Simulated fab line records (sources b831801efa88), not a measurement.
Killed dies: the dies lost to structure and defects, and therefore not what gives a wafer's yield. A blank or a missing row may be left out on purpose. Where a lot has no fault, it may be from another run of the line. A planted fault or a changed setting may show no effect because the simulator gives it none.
Matching of chambers / flow gf180mcu / 4 sister chambers for GF_V3_CMP_04 on cmp-01
The step polishes SiO2. 8 wafers are shown with their chamber, then 9 later ones without.

## WAFERS, EACH WITH ITS CHAMBER
wafer=L780.6; chamber=2; motor_current_A (A)=10.0; time_to_endpoint_s (s)=88
wafer=L784.6; chamber=2; motor_current_A (A)=10.2; time_to_endpoint_s (s)=90
wafer=L789.4; chamber=3; motor_current_A (A)=11.1; time_to_endpoint_s (s)=91
wafer=L789.5; chamber=0; motor_current_A (A)=12.1; time_to_endpoint_s (s)=75
wafer=L789.6; chamber=1; motor_current_A (A)=13.0; time_to_endpoint_s (s)=84
wafer=L792.1; chamber=0; motor_current_A (A)=12.2; time_to_endpoint_s (s)=76
wafer=L792.2; chamber=1; motor_current_A (A)=12.6; time_to_endpoint_s (s)=76
wafer=L792.5; chamber=3; motor_current_A (A)=11.3; time_to_endpoint_s (s)=84

## WAFERS WITH NO CHAMBER GIVEN
wafer=L797.1; motor_current_A (A)=12.0; time_to_endpoint_s (s)=80
wafer=L797.4; motor_current_A (A)=10.6; time_to_endpoint_s (s)=86
wafer=L797.5; motor_current_A (A)=10.3; time_to_endpoint_s (s)=91
wafer=L798.1; motor_current_A (A)=11.2; time_to_endpoint_s (s)=75
wafer=L798.4; motor_current_A (A)=12.6; time_to_endpoint_s (s)=74
wafer=L798.6; motor_current_A (A)=10.2; time_to_endpoint_s (s)=85
wafer=L799.1; motor_current_A (A)=11.6; time_to_endpoint_s (s)=76
wafer=L799.3; motor_current_A (A)=10.2; time_to_endpoint_s (s)=81
wafer=L799.5; motor_current_A (A)=11.1; time_to_endpoint_s (s)=86

## WHICH CHAMBER EACH ONE RAN IN
wafer=L797.1; from the rows above=0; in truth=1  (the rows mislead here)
wafer=L797.4; from the rows above=can't be placed: 2 or 3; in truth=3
wafer=L797.5; from the rows above=2; in truth=2
wafer=L798.1; from the rows above=3; in truth=3
wafer=L798.4; from the rows above=can't be placed: 1 or 0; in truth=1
wafer=L798.6; from the rows above=2; in truth=2
wafer=L799.1; from the rows above=can't be placed: 0 or 3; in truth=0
wafer=L799.3; from the rows above=2; in truth=2
wafer=L799.5; from the rows above=3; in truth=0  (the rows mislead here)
4 of 9 placed correctly. Can't be placed from these rows: 3 (the true chamber is among the candidates in 3). 2 placed wrongly.
How it was worked out, from the rows above alone: a wafer's distance from a chamber is the root of the sum, over the readings, of the square of ((its reading less the chamber's mean) divided by the reading's scatter). If the next closest chamber is less than 2 further off than the closest, the wafer can't be placed; otherwise it belongs to the closest. The mean given for a chamber averages the wafers shown for that chamber. How the scatter is found: for the shown wafers, subtract from each reading the mean of its chamber, square and add these, divide the total by (wafers less chambers), then take the root.
